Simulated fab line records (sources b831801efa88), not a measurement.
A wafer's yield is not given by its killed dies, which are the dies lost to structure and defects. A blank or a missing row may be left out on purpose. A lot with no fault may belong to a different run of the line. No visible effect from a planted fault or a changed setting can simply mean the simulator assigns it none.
Which tool was responsible? ; flow sky130 ; 6 lots, 18 wafers sampled, at 2 steps of a route of 708

== WHAT THE GAUGES SHOWED, per wafer ==
SKY_SONOS_TUNNEL_TW_MEAS_12.
lot;measured;on;SONOS_TUNNEL_TW
L546;day 11 13:25;filmMetro-04;198.1 197.4 196.4
L548;day 12 11:37;filmMetro-02;198.3 197.5 198.6
L550;day 13 01:28;filmMetro-03;196.8 197.6 198.0
L552;day 13 17:17;filmMetro-03;197.1 198.9 197.4
L561;day 16 13:25;filmMetro-03;197.1 196.8 196.7
L566;day 18 04:47;filmMetro-04;197.0 197.6 196.4

== WHAT TOOL EACH LOT RAN ON (gives the tool, then ch and the chambers of the sampled wafers, and finally the start) ==
lot;SKY_FIELD_ISO_ETCH_17
L546;rieSi-02 ch 0,1,3, day 2 09:00
L548;rieSi-01 ch 0,2, day 2 20:57
L550;rieSi-01 ch 0,1,2, day 3 07:05
L552;rieSi-02 ch 0,2,3, day 3 17:02
L561;rieSi-01 ch 0,1,3, day 5 16:41
L566;rieSi-02 ch 0,3, day 6 17:29
- SKY_FIELD_ISO_ETCH_17: etches Si in HBr/Cl2/O2, target depth 342 nm, time 97.7 s.

== THE ANSWER, worked out from the rows above alone ==
Rule: the lots themselves supply what counts as usual. The widest of any qualifying gaps counts: lots, ordered by their means at a reading, are off when they make up no more than a third of the lots, leave a main group of 4 or more, and stand apart from it by 3 or more times the standard deviation of that group's means. A main group whose means are all the same, to the digits that the tables above print for the reading, isn't used. A lot without any number at a reading at which 4 lots or more have one is off too. The other lots that the step has rows for count as sound.
Across all readings shown, no lot is off: no conclusion can be drawn from this.

== WHAT THE SIMULATOR HAD PUT IN ==
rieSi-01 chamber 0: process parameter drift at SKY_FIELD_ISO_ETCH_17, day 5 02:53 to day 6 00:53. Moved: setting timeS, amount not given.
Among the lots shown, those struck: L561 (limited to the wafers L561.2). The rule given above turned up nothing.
